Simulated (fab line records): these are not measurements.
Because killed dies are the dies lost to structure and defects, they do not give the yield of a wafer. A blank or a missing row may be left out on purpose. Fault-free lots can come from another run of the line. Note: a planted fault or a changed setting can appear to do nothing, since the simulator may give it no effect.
fab line records	flow gf180mcu
record: lots: 24	wafers: 72	last-day: 34
route steps=602 shown NSD@242 V3@450 M5@537 V5@563 TOP_METAL@582
lots that met no fault: taken from a fault-free run of the same line
start-h: hours from the record's first day to the start of the lot's first wafer shown	wait-h: hours from the lot's prior step to this one	" unchanged from the row above	L1.1+2: several wafers, shown together as one row	- value missing, or start not given	* or withheld: withheld	< > ~ a bound
route shown NAME@n: a module of which the file shows steps, and the number in the route of the first	usual: mean/standard deviation of fault-free wafers	same: alike in all rows	chamber/n: place in a boat	sites: readings site by site	_std_site: standard deviation across them	_edge_site: the outer-site mean with the inner-site mean subtracted	radius-mm: how far each site lies from the wafer's centre	mask NAME#n: copy n	behind: the last tool/chamber to shape the wafer	hold: cause of the lot's hold/its duration in hours/its outcome	device: transistor that didn't switch, given as n, p or np	end of line: the tests these same wafers got at the end of their route	step lacking rows: just its recipe	killed: the dies lost at the first sort to structure and to defects; this is not the yield of the wafer	map: a wafer's dies, marking killed ones x, the rest . and places with no die _
set.NAME: setting as actually run; set.NAME@STEP: the setting as run at that earlier step	model.NAME: the simulator's own value behind a step, which no gauge read
steps of the route over a sample of lots; a table a step, a row a wafer
services: a tool's chamber out of use, with start hour (start-h, from the record's first day; less than 0 if before it), hours out, and reason
== steps ==
step: GF_NSD_CD_MEAS_07
recipe: target-cd-nm: 400
usual: cd-nm: 399.6/2.4
lot.wafer	tool	chamber	start-h	wait-h	cd-nm
L074.2	cd-sem-02	-	293.32	0.1	400.7
L074.3	"	-	"	"	399.8
L074.5	"	-	"	"	401.5
L075.2	cd-sem-02	-	300.67	0.1	400.3
L075.3	"	-	"	"	396.7
L075.5	"	-	"	"	399.3
L076.3	cd-sem-01	-	317.63	0.1	395.9
L076.4	"	-	"	"	400.0
L076.5	"	-	"	"	396.2
L077.1	cd-sem-02	-	326.34	0.1	398.0
L077.4	"	-	"	"	396.7
L077.5	"	-	"	"	397.4
L078.2	cd-sem-02	-	329.86	0.1	398.0
L078.3	"	-	"	"	398.3
L078.4	"	-	"	"	396.8
L080.1	cd-sem-02	-	348.68	0.2	399.9
L080.2	"	-	"	"	398.6
L080.6	"	-	"	"	400.6
L079.1	cd-sem-02	-	351.40	0.1	397.5
L079.2	"	-	"	"	396.1
L079.5	"	-	"	"	397.0
L082.4	cd-sem-02	-	362.75	0.1	399.1
L082.5	"	-	"	"	398.6
L082.6	"	-	"	"	400.0
L081.1	cd-sem-01	-	362.99	0.1	403.8
L081.2	"	-	"	"	403.1
L081.4	"	-	"	"	402.7
L083.4	cd-sem-01	-	365.86	0.1	401.2
L083.5	"	-	"	"	401.3
L083.6	"	-	"	"	400.9
L084.2	cd-sem-01	-	382.56	0.1	394.9
L084.4	"	-	"	"	398.9
L084.6	"	-	"	"	398.1
L085.2	cd-sem-02	-	386.61	0.1	397.7
L085.3	"	-	"	"	400.3
L085.5	"	-	"	"	400.0
L086.1	cd-sem-02	-	397.74	0.1	394.6
L086.5	"	-	"	"	396.7
L086.6	"	-	"	"	396.7
L087.1	cd-sem-02	-	401.39	0.1	402.3
L087.3	"	-	"	"	403.3
L087.5	"	-	"	"	402.1
L088.1	cd-sem-01	-	411.04	0.1	399.9
L088.3	"	-	"	"	400.3
L088.5	"	-	"	"	398.5
L090.1	cd-sem-02	-	420.79	0.1	401.4
L090.3	"	-	"	"	402.6
L090.6	"	-	"	"	402.6
L089.2	cd-sem-01	-	422.12	0.1	403.0
L089.3	"	-	"	"	399.9
L089.4	"	-	"	"	401.1
L091.1	cd-sem-01	-	434.29	0.1	399.5
L091.4	"	-	"	"	400.1
L091.6	"	-	"	"	401.7
L092.2	cd-sem-02	-	439.66	0.1	398.6
L092.3	"	-	"	"	399.4
L092.4	"	-	"	"	398.7
L093.2	cd-sem-02	-	451.50	0.1	399.7
L093.3	"	-	"	"	400.1
L093.4	"	-	"	"	400.9
L094.2	cd-sem-01	-	457.75	0.1	402.7
L094.3	"	-	"	"	403.4
L094.6	"	-	"	"	399.3
L095.1	cd-sem-01	-	467.90	0.1	402.2
L095.5	"	-	"	"	402.5
L095.6	"	-	"	"	401.4
L096.1	cd-sem-02	-	479.08	0.1	397.4
L096.4	"	-	"	"	395.9
L096.5	"	-	"	"	396.6
L097.1	cd-sem-02	-	481.63	0.1	401.2
L097.5	"	-	"	"	403.7
L097.6	"	-	"	"	403.1
step: GF_V3_SPUTTER_21
recipe: material: Ti	target-thk-nm: 15	chamber-pressure-pa: 5	power-w: 2500	substrate-temp-c: 200	time-s: 80.02
usual: throttle-valve-pct: 30.0/0.93
lot.wafer	tool	chamber	start-h	wait-h	throttle-valve-pct
L074.2	pvd-sputter-02	-	507.72	0.0	31.4
L074.3	"	-	"	"	31.6
L074.5	"	-	"	"	29.6
L075.2	pvd-sputter-02	-	519.00	0.0	31.6
L075.3	"	-	"	"	30.0
L075.5	"	-	"	"	30.0
L076.3	pvd-sputter-02	-	537.80	0.0	31.3
L076.4	"	-	"	"	29.7
L076.5	"	-	"	"	31.2
L077.1	pvd-sputter-02	-	547.62	0.0	31.5
L077.4	"	-	"	"	29.7
L077.5	"	-	"	"	29.7
L078.2	pvd-sputter-04	-	550.15	0.0	31.0
L078.3	"	-	"	"	29.9
L078.4	"	-	"	"	28.2
L080.1	pvd-sputter-03	-	569.35	0.0	28.7
L080.2	"	-	"	"	29.6
L080.6	"	-	"	"	30.4
L079.1	pvd-sputter-02	-	572.48	0.0	31.5
L079.2	"	-	"	"	29.9
L079.5	"	-	"	"	29.5
L082.4	pvd-sputter-04	-	580.55	0.0	30.0
L082.5	"	-	"	"	29.6
L082.6	"	-	"	"	30.7
L081.1	pvd-sputter-03	-	581.19	0.0	30.8
L081.2	"	-	"	"	29.1
L081.4	"	-	"	"	29.7
L083.4	pvd-sputter-04	-	587.48	0.0	29.7
L083.5	"	-	"	"	29.6
L083.6	"	-	"	"	28.1
L084.2	pvd-sputter-02	-	602.73	0.0	31.3
L084.4	"	-	"	"	29.4
L084.6	"	-	"	"	31.4
L085.2	pvd-sputter-02	-	604.53	0.0	29.7
L085.3	"	-	"	"	31.1
L085.5	"	-	"	"	31.7
L086.1	pvd-sputter-04	-	615.46	0.0	29.4
L086.5	"	-	"	"	28.5
L086.6	"	-	"	"	30.8
L087.1	pvd-sputter-03	-	620.12	0.0	29.8
L087.3	"	-	"	"	29.0
L087.5	"	-	"	"	30.8
L088.1	pvd-sputter-03	-	628.53	0.0	31.1
L088.3	"	-	"	"	30.5
L088.5	"	-	"	"	28.9
L090.1	pvd-sputter-03	-	635.41	0.0	28.9
L090.3	"	-	"	"	30.9
L090.6	"	-	"	"	28.7
L089.2	pvd-sputter-02	-	638.91	0.0	31.4
L089.3	"	-	"	"	29.6
L089.4	"	-	"	"	31.3
L091.1	pvd-sputter-04	-	648.46	0.0	29.8
L091.4	"	-	"	"	30.8
L091.6	"	-	"	"	29.1
L092.2	pvd-sputter-04	-	653.46	0.0	29.4
L092.3	"	-	"	"	29.7
L092.4	"	-	"	"	28.4
L093.2	pvd-sputter-03	-	661.77	0.0	29.1
L093.3	"	-	"	"	29.9
L093.4	"	-	"	"	31.0
L094.2	pvd-sputter-04	-	667.02	0.0	30.1
L094.3	"	-	"	"	28.2
L094.6	"	-	"	"	29.6
L095.1	pvd-sputter-03	-	676.96	0.0	29.7
L095.5	"	-	"	"	29.4
L095.6	"	-	"	"	30.5
L096.1	pvd-sputter-03	-	684.65	0.0	30.8
L096.4	"	-	"	"	30.8
L096.5	"	-	"	"	30.7
L097.1	pvd-sputter-03	-	686.31	0.0	30.8
L097.5	"	-	"	"	29.7
L097.6	"	-	"	"	30.5
step: GF_M5_STRIP_11
recipe: chemistry: O2/N2	power-w: 1400	pressure-mtorr: 1500	platen-temp-c: 250	o2-flow-sccm: 3000	n2-flow-sccm: 300	overash-fraction: 0.5
usual: drypump-motor-current-A: 5.6/0.61	heater-power-w: 339/27	oes-product-au: 0.524/0.0057	platen-temp-c: 249.99/0.21	strip-time-to-endpoint-s: 7.05/0.074
lot.wafer	tool	chamber	start-h	wait-h	drypump-motor-current-A	heater-power-w	oes-product-au	platen-temp-c	rf-hours-counter-h	strip-time-to-endpoint-s
L074.2	plasma-asher-04	1	601.91	0.1	5.0	372	0.524	250.30	46	7.09
L074.3	"	0	"	"	6.3	325	0.520	250.33	-	7.10
L074.5	"	0	"	"	6.3	328	0.528	250.18	-	7.10
L075.2	plasma-asher-03	0	611.86	0.1	5.4	366	0.523	249.90	99	6.91
L075.3	"	1	"	"	5.8	358	0.522	250.04	-	7.06
L075.5	"	1	"	"	5.8	359	0.519	249.74	-	6.96
L076.3	plasma-asher-04	1	627.69	0.1	5.0	374	0.522	249.62	-	6.98
L076.4	"	0	"	"	6.3	323	0.522	249.83	-	7.07
L076.5	"	0	"	"	6.3	330	0.528	250.13	-	7.03
L077.1	plasma-asher-04	0	637.75	0.1	6.3	328	0.530	250.06	50	7.13
L077.4	"	0	"	"	6.3	335	0.526	250.07	-	7.09
L077.5	"	0	"	"	6.3	329	0.516	249.63	-	7.03
L078.2	plasma-asher-04	0	638.54	0.1	6.3	333	0.526	250.17	50	7.12
L078.3	"	0	"	"	6.3	331	0.529	249.91	-	7.13
L078.4	"	1	"	"	5.0	368	0.519	250.19	-	7.09
L080.1	plasma-asher-03	1	655.09	0.1	5.9	357	0.528	249.80	104	7.02
L080.2	"	0	"	"	5.4	361	0.520	250.21	104	7.14
L080.6	"	0	"	"	5.4	371	0.525	250.26	-	7.09
L079.1	plasma-asher-02	0	657.34	0.1	6.3	310	0.516	250.36	24	6.88
L079.2	"	1	"	"	4.9	308	0.524	250.06	24	6.97
L079.5	"	0	"	"	6.3	307	0.521	250.20	-	6.91
L082.4	plasma-asher-04	0	665.99	0.1	6.3	326	0.525	249.85	-	7.04
L082.5	"	1	"	"	5.0	372	0.533	249.96	-	7.12
L082.6	"	0	"	"	6.3	329	0.517	249.71	-	7.06
L081.1	plasma-asher-02	1	667.15	0.1	4.9	306	0.515	249.79	25	7.04
L081.2	"	0	"	"	6.3	314	0.514	250.04	25	6.96
L081.4	"	0	"	"	6.3	302	0.518	249.69	-	6.96
L083.4	plasma-asher-02	0	672.29	0.1	6.4	310	0.516	250.14	-	6.94
L083.5	"	0	"	"	6.3	307	0.527	249.96	-	7.02
L083.6	"	1	"	"	4.9	313	0.517	250.12	-	6.93
L084.2	plasma-asher-02	0	686.54	0.1	6.3	312	0.520	250.13	27	6.91
L084.4	"	1	"	"	4.9	315	0.528	249.72	-	6.97
L084.6	"	1	"	"	4.9	310	0.511	249.61	-	6.93
L085.2	plasma-asher-03	1	687.80	0.1	5.8	372	0.526	250.14	107	7.16
L085.3	"	1	"	"	5.9	353	0.522	250.16	-	7.00
L085.5	"	1	"	"	5.8	360	0.517	249.93	-	6.96
L086.1	plasma-asher-04	0	697.69	0.1	6.3	325	0.527	250.08	56	6.98
L086.5	"	1	"	"	5.0	370	0.526	249.99	-	7.17
L086.6	"	0	"	"	6.3	332	0.520	249.83	-	7.00
L087.1	plasma-asher-02	0	702.42	0.1	6.3	299	0.529	249.60	29	7.09
L087.3	"	1	"	"	5.0	312	0.517	250.00	-	6.98
L087.5	"	1	"	"	4.9	310	0.518	250.14	-	7.00
L088.1	plasma-asher-03	0	710.64	0.1	5.3	368	0.525	249.59	110	7.10
L088.3	"	1	"	"	5.9	365	0.523	249.96	-	7.09
L088.5	"	0	"	"	5.4	366	0.526	249.57	-	7.11
L090.1	plasma-asher-04	1	715.49	0.1	4.9	377	0.526	250.02	58	7.04
L090.3	"	0	"	"	6.3	324	0.526	249.82	-	7.10
L090.6	"	0	"	"	6.3	324	0.523	249.65	-	7.10
L089.2	plasma-asher-02	1	720.19	0.1	4.9	306	0.537	250.07	31	7.18
L089.3	"	1	"	"	4.9	305	0.527	250.27	-	7.16
L089.4	"	0	"	"	6.3	309	0.529	250.08	-	7.03
L091.1	plasma-asher-02	0	728.63	0.2	6.3	302	0.522	250.13	32	7.11
L091.4	"	1	"	"	4.9	300	0.524	250.06	-	7.12
L091.6	"	0	"	"	6.3	307	0.529	249.82	-	7.08
L092.2	plasma-asher-04	0	732.50	0.1	6.3	334	0.519	249.91	60	6.93
L092.3	"	0	"	"	6.3	336	0.505	249.67	-	6.94
L092.4	"	1	"	"	5.0	370	0.523	250.17	-	7.10
L093.2	plasma-asher-02	1	739.95	0.1	5.0	315	0.518	250.45	34	6.98
L093.3	"	0	"	"	6.3	304	0.531	250.16	-	7.11
L093.4	"	1	"	"	4.9	316	0.522	250.32	-	7.02
L094.2	plasma-asher-03	1	744.54	0.1	5.9	382	0.520	250.21	0	7.03
L094.3	"	0	"	"	5.4	359	0.526	249.72	-	6.99
L094.6	"	1	"	"	5.9	380	0.523	250.32	-	7.10
L095.1	plasma-asher-04	1	753.29	0.1	5.0	369	0.521	249.91	63	7.08
L095.5	"	1	"	"	5.0	368	0.526	250.40	-	7.10
L095.6	"	0	"	"	6.2	323	0.519	250.24	-	6.97
L096.1	plasma-asher-04	1	760.05	0.1	5.0	367	0.526	249.95	63	7.06
L096.4	"	1	"	"	5.0	381	0.519	250.01	-	6.96
L096.5	"	1	"	"	5.0	370	0.524	250.23	-	7.02
L097.1	plasma-asher-04	0	761.48	0.2	6.3	327	0.531	250.29	64	7.12
L097.5	"	1	"	"	5.0	373	0.525	250.10	-	7.14
L097.6	"	0	"	"	6.3	335	0.526	250.10	-	7.17
step: GF_V5_CVD_23
recipe: material: W	target-thk-nm: 350	time-s: 104.9	temp-c: 400	pressure-torr: 40
usual: heater-power-w: 835/59
lot.wafer	tool	chamber	start-h	wait-h	heater-power-w
L074.2	cvd-w-02	0	624.87	0.0	970
L074.3	"	1	"	"	857
L074.5	"	1	"	"	857
L075.2	cvd-w-01	1	634.36	0.0	798
L075.3	"	0	"	"	774
L075.5	"	1	"	"	838
L076.3	cvd-w-02	1	649.91	0.1	873
L076.4	"	0	"	"	935
L076.5	"	1	"	"	876
L077.1	cvd-w-02	1	659.08	0.0	854
L077.4	"	1	"	"	865
L077.5	"	1	"	"	862
L078.2	cvd-w-01	1	660.03	0.0	835
L078.3	"	1	"	"	844
L078.4	"	0	"	"	779
L080.1	cvd-w-02	0	676.87	0.0	947
L080.2	"	1	"	"	874
L080.6	"	1	"	"	898
L079.1	cvd-w-01	0	678.45	0.0	762
L079.2	"	1	"	"	825
L079.5	"	1	"	"	845
L082.4	cvd-w-02	0	686.89	0.1	949
L082.5	"	1	"	"	883
L082.6	"	0	"	"	967
L081.1	cvd-w-01	0	687.70	0.0	779
L081.2	"	1	"	"	825
L081.4	"	1	"	"	813
L083.4	cvd-w-01	1	693.06	0.1	830
L083.5	"	1	"	"	827
L083.6	"	0	"	"	757
L084.2	cvd-w-01	0	707.04	0.0	774
L084.4	"	0	"	"	761
L084.6	"	1	"	"	848
L085.2	cvd-w-01	1	709.24	0.0	834
L085.3	"	1	"	"	842
L085.5	"	1	"	"	840
L086.1	cvd-w-01	0	718.08	0.0	784
L086.5	"	1	"	"	828
L086.6	"	0	"	"	791
L087.1	cvd-w-01	1	721.91	0.0	865
L087.3	"	0	"	"	772
L087.5	"	1	"	"	854
L088.1	cvd-w-01	0	731.02	0.0	800
L088.3	"	1	"	"	829
L088.5	"	1	"	"	856
L090.1	cvd-w-01	0	735.05	0.0	760
L090.3	"	0	"	"	755
L090.6	"	1	"	"	845
L089.2	cvd-w-01	1	739.20	0.0	841
L089.3	"	1	"	"	842
L089.4	"	0	"	"	759
L091.1	cvd-w-01	1	747.69	0.0	821
L091.4	"	1	"	"	814
L091.6	"	1	"	"	856
L092.2	cvd-w-01	1	751.67	0.0	826
L092.3	"	1	"	"	840
L092.4	"	0	"	"	767
L093.2	cvd-w-01	0	758.74	0.0	770
L093.3	"	1	"	"	855
L093.4	"	0	"	"	774
L094.2	cvd-w-02	0	762.79	0.0	956
L094.3	"	0	"	"	947
L094.6	"	1	"	"	877
L095.1	cvd-w-01	1	772.07	0.0	833
L095.5	"	1	"	"	834
L095.6	"	0	"	"	781
L096.1	cvd-w-02	1	777.77	0.0	871
L096.4	"	1	"	"	874
L096.5	"	1	"	"	868
L097.1	cvd-w-01	0	779.62	0.0	780
L097.5	"	0	"	"	765
L097.6	"	1	"	"	831
step: GF_TOP_METAL_OVL_MEAS_15
usual: TOP_METAL_OVL: 0.5/1.4
lot.wafer	tool	chamber	start-h	wait-h	TOP_METAL_OVL[nm]
L074.2	overlay-01	-	644.82	0.1	-1.0
L074.3	"	-	"	"	-0.1
L074.5	"	-	"	"	0.3
L075.2	overlay-01	-	654.54	0.1	0.6
L075.3	"	-	"	"	1.5
L075.5	"	-	"	"	-0.3
L076.3	overlay-02	-	670.13	0.1	1.4
L076.4	"	-	"	"	2.5
L076.5	"	-	"	"	1.1
L077.1	overlay-02	-	679.82	0.1	1.2
L077.4	"	-	"	"	0.1
L077.5	"	-	"	"	-0.8
L078.2	overlay-01	-	680.12	0.1	-2.4
L078.3	"	-	"	"	-2.1
L078.4	"	-	"	"	-0.4
L080.1	overlay-01	-	695.75	0.1	1.2
L080.2	"	-	"	"	1.3
L080.6	"	-	"	"	3.5
L079.1	overlay-01	-	697.72	0.1	-2.5
L079.2	"	-	"	"	-1.4
L079.5	"	-	"	"	0.3
L082.4	overlay-01	-	706.37	0.1	1.1
L082.5	"	-	"	"	1.4
L082.6	"	-	"	"	0.7
L081.1	overlay-01	-	707.42	0.1	-0.2
L081.2	"	-	"	"	-2.7
L081.4	"	-	"	"	-0.2
L083.4	overlay-01	-	712.58	0.1	-1.5
L083.5	"	-	"	"	3.2
L083.6	"	-	"	"	1.5
L084.2	overlay-01	-	725.77	0.1	-0.9
L084.4	"	-	"	"	0.2
L084.6	"	-	"	"	1.0
L085.2	overlay-02	-	728.71	0.1	-0.9
L085.3	"	-	"	"	0.6
L085.5	"	-	"	"	-1.5
L086.1	overlay-01	-	735.72	0.1	-2.3
L086.5	"	-	"	"	1.9
L086.6	"	-	"	"	0.3
L087.1	overlay-01	-	739.42	0.1	0.8
L087.3	"	-	"	"	2.6
L087.5	"	-	"	"	0.7
L088.1	overlay-01	-	748.92	0.1	2.5
L088.3	"	-	"	"	1.5
L088.5	"	-	"	"	4.5
L090.1	overlay-01	-	752.62	0.1	0.8
L090.3	"	-	"	"	0.2
L090.6	"	-	"	"	1.7
L089.2	overlay-02	-	757.22	0.1	-0.3
L089.3	"	-	"	"	1.3
L089.4	"	-	"	"	-0.9
L091.1	overlay-01	-	764.65	0.1	-1.2
L091.4	"	-	"	"	-0.3
L091.6	"	-	"	"	1.3
L092.2	overlay-01	-	770.42	0.1	0.6
L092.3	"	-	"	"	0.0
L092.4	"	-	"	"	1.2
L093.2	overlay-01	-	775.72	0.1	1.1
L093.3	"	-	"	"	0.6
L093.4	"	-	"	"	1.1
L094.2	overlay-01	-	779.12	0.1	3.2
L094.3	"	-	"	"	2.5
L094.6	"	-	"	"	0.8
L095.1	overlay-02	-	788.55	0.1	1.1
L095.5	"	-	"	"	1.3
L095.6	"	-	"	"	-0.4
L096.1	overlay-01	-	794.01	0.1	0.5
L096.4	"	-	"	"	-1.0
L096.5	"	-	"	"	-1.4
L097.1	overlay-01	-	795.86	0.1	0.1
L097.5	"	-	"	"	1.1
L097.6	"	-	"	"	-1.5
step: GF_TOP_METAL_METAL_ETCH_16
recipe: chemistry: Cl2/BCl3	mask-material: NOVOLAK	target-depth-nm: 1197	stop-on: SiO2	pressure-mtorr: 8	icp-w: 800	bias-w: 140	Cl2_flow_sccm: 80	bcl3-flow-sccm: 40	time-s: 199.5
usual: drypump-motor-current-A: 5.5/0.42	oes-product-au: 0.990/0.0068	rf-fwd-power-W: 797.9/2.4	throttle-valve-pct: 28.230/0.012
lot.wafer	tool	chamber	start-h	wait-h	drypump-motor-current-A	oes-product-au	rf-fwd-power-W	rf-hours-counter-h	throttle-valve-pct
L074.2	rie-metal-03	1	644.92	0.1	5.1	0.996	798.7	-	28.212
L074.3	"	1	"	"	5.0	0.994	796.7	-	28.218
L074.5	"	1	"	"	5.0	0.989	799.6	-	28.230
L075.2	rie-metal-02	1	654.57	0.0	5.0	1.000	795.7	7	28.237
L075.3	"	1	"	"	5.0	1.001	795.1	-	28.220
L075.5	"	1	"	"	4.9	1.000	798.3	-	28.231
L076.3	rie-metal-03	0	670.22	0.1	5.4	0.992	804.0	-	28.216
L076.4	"	1	"	"	5.0	0.997	798.2	-	28.233
L076.5	"	0	"	"	5.4	0.998	799.6	-	28.214
L077.1	rie-metal-03	1	679.85	0.0	5.0	0.997	795.0	2	28.231
L077.4	"	1	"	"	5.0	0.998	800.4	-	28.239
L077.5	"	1	"	"	5.0	0.993	793.8	-	28.237
L078.2	rie-metal-04	0	680.15	0.0	6.2	0.985	797.5	14	28.211
L078.3	"	1	"	"	5.8	0.997	797.6	-	28.227
L078.4	"	0	"	"	6.2	0.993	798.0	-	28.220
L080.1	rie-metal-02	1	695.79	0.0	4.9	0.991	799.5	9	28.240
L080.2	"	0	"	"	5.8	0.997	798.6	10	28.234
L080.6	"	0	"	"	5.8	0.986	797.3	-	28.243
L079.1	rie-metal-03	0	697.75	0.0	5.5	0.991	801.4	2	28.212
L079.2	"	1	"	"	5.0	0.998	798.1	3	28.237
L079.5	"	1	"	"	5.0	1.000	794.9	-	28.221
L082.4	rie-metal-02	1	706.45	0.1	5.0	0.995	797.9	-	28.209
L082.5	"	0	"	"	5.8	0.985	798.7	-	28.244
L082.6	"	1	"	"	5.0	0.989	798.7	-	28.204
L081.1	rie-metal-04	1	707.45	0.0	5.8	0.980	795.9	7	28.250
L081.2	"	0	"	"	6.2	0.983	799.1	15	28.238
L081.4	"	1	"	"	5.8	0.992	798.1	-	28.244
L083.4	rie-metal-02	0	712.66	0.1	5.8	0.978	795.0	-	28.245
L083.5	"	1	"	"	5.0	0.994	796.2	-	28.230
L083.6	"	0	"	"	5.8	0.975	794.2	-	28.229
L084.2	rie-metal-03	0	725.80	0.0	5.4	0.986	800.9	3	28.229
L084.4	"	0	"	"	5.5	0.999	799.3	-	28.229
L084.6	"	0	"	"	5.4	0.998	800.1	-	28.220
L085.2	rie-metal-03	1	728.74	0.0	5.0	0.986	802.6	5	28.236
L085.3	"	0	"	"	5.4	0.995	798.2	-	28.232
L085.5	"	0	"	"	5.5	0.997	798.6	-	28.213
L086.1	rie-metal-03	1	735.75	0.0	5.1	0.992	801.9	5	28.231
L086.5	"	0	"	"	5.5	0.993	801.9	-	28.223
L086.6	"	1	"	"	5.1	0.988	797.0	-	28.212
L087.1	rie-metal-04	0	739.45	0.0	6.2	0.990	798.2	17	28.236
L087.3	"	0	"	"	6.2	0.986	793.0	-	28.228
L087.5	"	0	"	"	6.2	0.992	799.8	-	28.253
L088.1	rie-metal-04	1	748.95	0.0	5.8	0.978	796.6	9	28.231
L088.3	"	1	"	"	5.8	0.981	797.2	-	28.245
L088.5	"	1	"	"	5.8	0.986	794.5	-	28.248
L090.1	rie-metal-03	1	752.65	0.0	5.0	0.979	794.9	6	28.227
L090.3	"	1	"	"	5.1	0.982	798.1	-	28.231
L090.6	"	0	"	"	5.5	0.999	799.6	-	28.207
L089.2	rie-metal-02	0	757.25	0.0	5.7	0.985	798.8	13	28.234
L089.3	"	0	"	"	5.8	0.985	798.4	-	28.234
L089.4	"	1	"	"	4.9	0.992	796.4	-	28.237
L091.1	rie-metal-04	1	764.69	0.0	5.8	0.989	794.8	11	28.244
L091.4	"	1	"	"	5.8	0.992	802.9	-	28.225
L091.6	"	1	"	"	5.8	0.993	800.1	-	28.226
L092.2	rie-metal-03	1	770.51	0.1	5.0	0.994	797.8	-	28.242
L092.3	"	1	"	"	5.0	0.991	796.4	-	28.216
L092.4	"	1	"	"	5.1	0.997	799.3	-	28.234
L093.2	rie-metal-04	0	775.75	0.0	6.2	0.985	797.3	0	28.224
L093.3	"	1	"	"	5.7	0.976	794.6	-	28.249
L093.4	"	0	"	"	6.2	0.982	802.0	-	28.236
L094.2	rie-metal-04	1	779.15	0.0	5.8	0.988	798.8	12	28.243
L094.3	"	0	"	"	6.2	0.983	798.7	-	28.221
L094.6	"	0	"	"	6.2	0.989	798.7	-	28.217
L095.1	rie-metal-03	1	788.59	0.0	5.0	0.995	798.5	9	28.220
L095.5	"	0	"	"	5.5	0.989	797.4	-	28.223
L095.6	"	1	"	"	5.0	0.994	797.6	-	28.231
L096.1	rie-metal-02	1	794.05	0.0	4.9	0.999	796.4	14	28.217
L096.4	"	1	"	"	4.9	0.992	796.1	-	28.225
L096.5	"	1	"	"	4.9	1.006	796.9	-	28.224
L097.1	rie-metal-02	0	795.90	0.0	5.8	0.987	792.0	15	28.231
L097.5	"	1	"	"	4.9	0.992	802.5	-	28.217
L097.6	"	0	"	"	5.8	0.984	794.4	-	28.239
== services ==
tool	chamber	start-h	hours	kind
cvd-w-02	-	488.66	28.1	pm
cvd-w-01	0	529.48	1.9	repair
pvd-sputter-02	-	562.09	8.7	repair
plasma-asher-04	-	570.15	1.3	repair
pvd-sputter-02	-	573.82	4.9	repair
plasma-asher-04	-	611.97	2.8	pm
rie-metal-02	-	629.78	1.2	repair
pvd-sputter-02	-	634.06	3.1	repair
cvd-w-02	-	641.28	6.9	pm
plasma-asher-02	-	641.48	5.9	repair
pvd-sputter-03	-	645.80	3.4	repair
plasma-asher-04	-	651.13	4.9	repair
pvd-sputter-02	-	657.05	11.6	repair
pvd-sputter-02	-	662.86	3.9	repair
pvd-sputter-02	-	676.05	4.9	repair
pvd-sputter-02	-	706.42	11.7	repair
pvd-sputter-04	-	708.70	14.7	repair
rie-metal-02	1	713.86	1.5	repair
rie-metal-04	1	724.88	9.9	repair
pvd-sputter-03	-	725.66	1.5	repair
plasma-asher-02	-	738.12	0.7	repair
rie-metal-03	0	757.31	22.2	repair
pvd-sputter-03	-	771.96	5.6	repair
pvd-sputter-02	-	793.73	1.5	repair
== key ==
fault none
